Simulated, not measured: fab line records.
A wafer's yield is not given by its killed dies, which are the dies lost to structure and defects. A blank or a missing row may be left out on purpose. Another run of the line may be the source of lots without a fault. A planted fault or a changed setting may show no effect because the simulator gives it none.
What tool caused it?	flow sky130	24 lots with 72 wafers sampled at 2 steps, on a route of 708 steps

== WHAT THE GAUGES READ, wafer by wafer ==
SKY_VT_ADJUST_NCORE_OVL_MEAS_08.
lot	measured	on	VT_ADJUST_NCORE_OVL (nm)
L074	day 8 19:53	overlay-02	1.1 1.3 1.9
L075	day 8 22:41	overlay-02	-1.1 -0.8 -1.0
L076	day 9 07:51	overlay-02	1.1 -1.5 1.1
L077	day 9 20:29	overlay-01	-0.3 -0.2 0.4
L078	day 10 01:01	overlay-02	1.1 0.7 -1.0
L079	day 10 08:26	overlay-01	-0.5 -0.8 0.3
L080	day 10 14:05	overlay-02	-0.6 -0.3 1.2
L081	day 10 14:45	overlay-01	0.8 1.0 0.1
L082	day 11 02:36	overlay-01	3.3 1.5 2.8
L083	day 11 11:35	overlay-02	0.9 0.9 -0.2
L084	day 11 14:57	overlay-01	1.8 0.8 1.5
L085	day 12 02:18	overlay-02	-0.3 -1.2 -1.5
L086	day 12 08:53	overlay-01	2.6 0.7 2.3
L087	day 12 11:38	overlay-01	2.1 1.3 1.5
L088	day 12 20:26	overlay-02	-0.5 0.0 -1.7
L089	day 13 04:38	overlay-01	0.7 1.0 2.5
L090	day 13 13:06	overlay-02	0.6 1.6 0.7
L091	day 13 18:02	overlay-02	1.4 0.0 0.2
L092	day 14 01:00	overlay-02	-1.6 -1.5 -2.7
L093	day 14 09:23	overlay-01	1.4 0.2 2.6
L094	day 14 20:07	overlay-01	-0.3 -0.9 -1.2
L095	day 14 23:07	overlay-01	2.9 2.3 0.8
L096	day 15 05:34	overlay-01	-1.6 -1.3 -0.5
L097	day 15 12:18	overlay-01	0.8 0.4 0.4

== EACH LOT AND THE TOOL THAT RAN IT (in order: tool; ch and the chambers of the sampled wafers; start) ==
lot	SKY_PWDE_STRIP_09
L074	plasma_asher-03 ch 0,1, day 3 23:01
L075	plasma_asher-04 ch 1, day 4 02:38
L076	plasma_asher-04 ch 0,1, day 4 09:35
L077	plasma_asher-03 ch 0,1, day 4 18:54
L078	plasma_asher-04 ch 0,1, day 4 21:23
L079	plasma_asher-04 ch 0,1, day 5 04:07
L080	plasma_asher-01 ch 0,1, day 5 08:36
L081	plasma_asher-03 ch 0,1, day 5 09:33
L082	plasma_asher-01 ch 0,1, day 5 18:19
L083	plasma_asher-01 ch 0,1, day 6 01:47
L084	plasma_asher-03 ch 0,1, day 6 04:53
L085	plasma_asher-03 ch 0,1, day 6 11:36
L086	plasma_asher-01 ch 0,1, day 6 17:22
L087	plasma_asher-03 ch 0,1, day 6 20:26
L088	plasma_asher-01 ch 0, day 7 02:42
L089	plasma_asher-04 ch 0,1, day 7 07:43
L090	plasma_asher-04 ch 0,1, day 7 16:06
L091	plasma_asher-03 ch 0,1, day 7 20:07
L092	plasma_asher-03 ch 0,1, day 8 02:03
L093	plasma_asher-04 ch 0,1, day 8 08:05
L094	plasma_asher-01 ch 0,1, day 8 15:22
L095	plasma_asher-01 ch 0,1, day 8 21:12
L096	plasma_asher-03 ch 0,1, day 9 00:41
L097	plasma_asher-01 ch 0,1, day 9 05:56
- SKY_PWDE_STRIP_09: strips in O2/N2.

== AS READ BY THE TOOLS THEMSELVES (means over the sampled wafers that have a number; for cases with no such wafer, the mark the record gives instead) ==
SKY_PWDE_STRIP_09.
lot	tool	drypump_motor_current_A (A)	oes_product_au (a.u.)	strip_time_to_endpoint_s (s)
L074	plasma_asher-03	6.4	0.722	36.87
L075	plasma_asher-04	5.2	0.720	37.00
L076	plasma_asher-04	5.2	0.720	36.72
L077	plasma_asher-03	6.4	0.725	36.96
L078	plasma_asher-04	5.2	0.720	36.97
L079	plasma_asher-04	5.2	0.719	36.95
L080	plasma_asher-01	5.3	0.724	36.89
L081	plasma_asher-03	6.1	0.723	36.94
L082	plasma_asher-01	5.2	0.719	36.89
L083	plasma_asher-01	5.3	0.719	36.82
L084	plasma_asher-03	6.4	0.726	36.77
L085	plasma_asher-03	6.2	0.722	36.87
L086	plasma_asher-01	5.3	0.720	37.06
L087	plasma_asher-03	6.2	0.722	36.80
L088	plasma_asher-01	5.2	0.725	36.97
L089	plasma_asher-04	5.2	0.723	36.88
L090	plasma_asher-04	5.2	0.721	36.94
L091	plasma_asher-03	6.4	0.719	36.86
L092	plasma_asher-03	6.2	0.723	36.72
L093	plasma_asher-04	5.2	0.719	36.89
L094	plasma_asher-01	5.3	0.724	36.93
L095	plasma_asher-01	5.3	0.721	36.85
L096	plasma_asher-03	6.5	0.726	37.23
L097	plasma_asher-01	5.3	0.725	36.82

== THE ANSWER, worked out from the rows above alone ==
Rule: the usual values come from the lots themselves. The widest of any qualifying gaps counts: lots, ordered by their means at a reading, are off when they make up no more than a third of the lots, leave a main group of 4 or more, and stand apart from it by 3 or more times the standard deviation of that group's means. The tables above print the reading to a certain number of digits; a main group whose means all agree to those digits is not used. Also off: a lot with no number at a reading for which 4 or more lots have one. Any other lot the step has rows for is counted as sound. After the gauges, taken in route order, come the tools' own readings; for these a lot's mean is taken, as printed above. The first step at which some lot is off is used, and at that step the reading that is off furthest; a lot without a number counts as furthest.
None of the lots is off at any reading shown; this tells nothing.

== WHAT THE SIMULATOR HAD PUT IN ==
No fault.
